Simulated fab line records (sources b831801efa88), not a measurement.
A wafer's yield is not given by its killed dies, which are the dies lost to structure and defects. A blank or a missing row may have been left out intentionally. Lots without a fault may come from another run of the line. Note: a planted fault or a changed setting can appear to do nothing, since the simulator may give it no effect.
Comparing a struck lot with a sound one -- flow sky130 -- 18 out of 708 route steps
Sound: wafers L866.1, L866.2, L866.4. The struck wafers were L871.2, L871.3, L871.4. The cause is named last.
Order at every step that has rows: each side's tool, ch and its chambers, its first start. Under that, the readings that differ: sound wafers -- struck wafers -- difference of the means -- sigmas: that difference in standard deviations of wafers without a fault.
alike: readings whose means differ by less than 2 such deviations, and words and numbers that are the same on both sides. not compared: withheld readings, readings that some wafer has no value for, bounds like >300 that may hide the same value, and numbers for which the record gives no deviation and whose values overlap.
A row with sigmas, a row that says differs or no value, or rows on one side alone: a step with any of these is where the two part. When numbers do not overlap yet have no deviation, they are printed without sigmas and do not part them. A reading missing from all wafers of one side parts the sides only when that side holds two or more wafers.

first, 5 steps without rows for these wafers: SKY_SD_N_COAT_02 (resist thk 1140 nm); SKY_SD_N_SOFTBAKE_03 (time 60 s); SKY_SD_N_EXPOSE_04 (exposes mask NSDM, target cd 380 nm); SKY_SD_N_PEB_05; SKY_SD_N_DEVELOP_06 (develop time 60 s).
SKY_SD_N_CD_MEAS_07: target cd 380 nm.
  sound on cd_sem-02, day 32 19:55; struck on cd_sem-01, day 34 05:20
  alike: cd_nm
SKY_SD_N_OVL_MEAS_08:
  sound on overlay-01, day 32 20:02; struck on overlay-02, day 34 05:26
  alike: SD_N_OVL
then, 2 steps without rows for these wafers: SKY_SD_N_IMPLANT_09; SKY_SD_N_IMPLANT_10.
SKY_SD_N_STRIP_11: strips in O2/N2.
  sound on plasma_asher-02 ch 0,1, day 32 20:22; struck on plasma_asher-02 ch 0,1, day 34 05:46
reading,sound,struck,difference,sigmas
oes_product_au (a.u.),0.537 0.535 0.539,0.526 0.525 0.523,-0.012,-3
  alike: drypump_motor_current_A, strip_time_to_endpoint_s
  not compared: rf_hours_counter_h
SKY_SD_N_TW_MEAS_12:
  sound on film_metro-02, day 32 20:29; struck on film_metro-02, day 34 05:52
  alike: SD_N_TW
then, 1 step without rows for these wafers: SKY_SD_N_CLEAN_13 (cleans in SC1/SC2, time 150 s).
SKY_SD_N_RTA_14: time 2 s.
  sound on rtp_anneal-02 ch 0, day 32 20:38; struck on rtp_anneal-01 ch 0, day 34 05:59
reading,sound,struck,difference,sigmas
lamp_power_pct (%),15.70 15.71 15.77,14.35 14.37 14.31,-1.38,-28
  alike: wafer_temp_C_max
SKY_SD_N_RS_MEAS_16: measurement is done with a four-point probe.
  sound on film_metro-01, day 32 20:50; struck on film_metro-02, day 34 06:10
reading,sound,struck,difference,sigmas
SD_N_RS (ohm/sq),68.75 68.55 68.62,74.75 74.75 74.67,+6.08,+61
SKY_SD_N_RS_MEAS_17: measurement is done with a four-point probe.
  sound on film_metro-01, day 32 20:58; struck on film_metro-02, day 34 06:17
reading,sound,struck,difference,sigmas
SD_P_RS (ohm/sq),147.7 146.7 147.1,185.6 185.3 185.3,+38.2,+99 or more
SKY_SD_N_RS_MEAS_18: measurement is done with a four-point probe.
  sound on film_metro-01, day 32 21:05; struck on film_metro-02, day 34 06:25
reading,sound,struck,difference,sigmas
RES_XHIGH_RS (ohm/sq),332.0 332.4 332.6,334.1 334.8 334.9,+2.3,+2
then, 1 step without rows for these wafers: SKY_SALICIDE_CLEAN_00 (cleans in HF-last, time 30 s).
-- the record jumps here: 16 days lie between the struck wafers' starts before and after (it left off in module SALICIDE and takes up again in module PAD_OPEN, whose first step shown is number 708 of the route) --
SKY_PAD_OPEN_PROBE_99:
  sound on prober-02, day 49 18:29; struck on prober-01, day 50 14:56
reading,sound,struck,difference,sigmas
model.etest.res_xhigh_po.line_ohm_um,5505 5682 5727,8823 8913 8867,+3230,
model.etest.res_xhigh_po.rs_ohm_sq,1952 1983 2018,3080 3097 3066,+1097,
model.etest.tip_p.rs_ohm_sq,6768 6795 6828,7488 7431 7442,+657,
model.etest.pfet_01v8.r_on_ohm_um,2892 2928 2975,3334 3307 3371,+406,
model.etest.res_pdiff.line_ohm_um,1362 1363 1384,1743 1784 1751,+390,
model.etest.res_high_po.line_ohm_um,740 745.8 743.1,1085 1096 1091,+348,
model.etest.licon_high_po.rc_ohm,344.4 345.6 356.5,640.2 653.4 670.1,+305.7,
model.etest.pfet_g5v0d10v5.r_on_ohm_um,4773 4759 4845,5010 4978 5052,+221,
  alike: killed_at_M0_to_M3, killed_at_M4_up, killed_at_contacts, killed_at_front_end, killed_at_other, killed_dies, killed_on_rim, killed_open, killed_short

WHERE THEY PART
At SKY_SD_N_STRIP_11 first; at SKY_SD_N_RS_MEAS_18 last (within this record only). Later steps at which nothing parts them and some readings are alike: SKY_PAD_OPEN_PROBE_99.

WHY: what had been put in by the simulator
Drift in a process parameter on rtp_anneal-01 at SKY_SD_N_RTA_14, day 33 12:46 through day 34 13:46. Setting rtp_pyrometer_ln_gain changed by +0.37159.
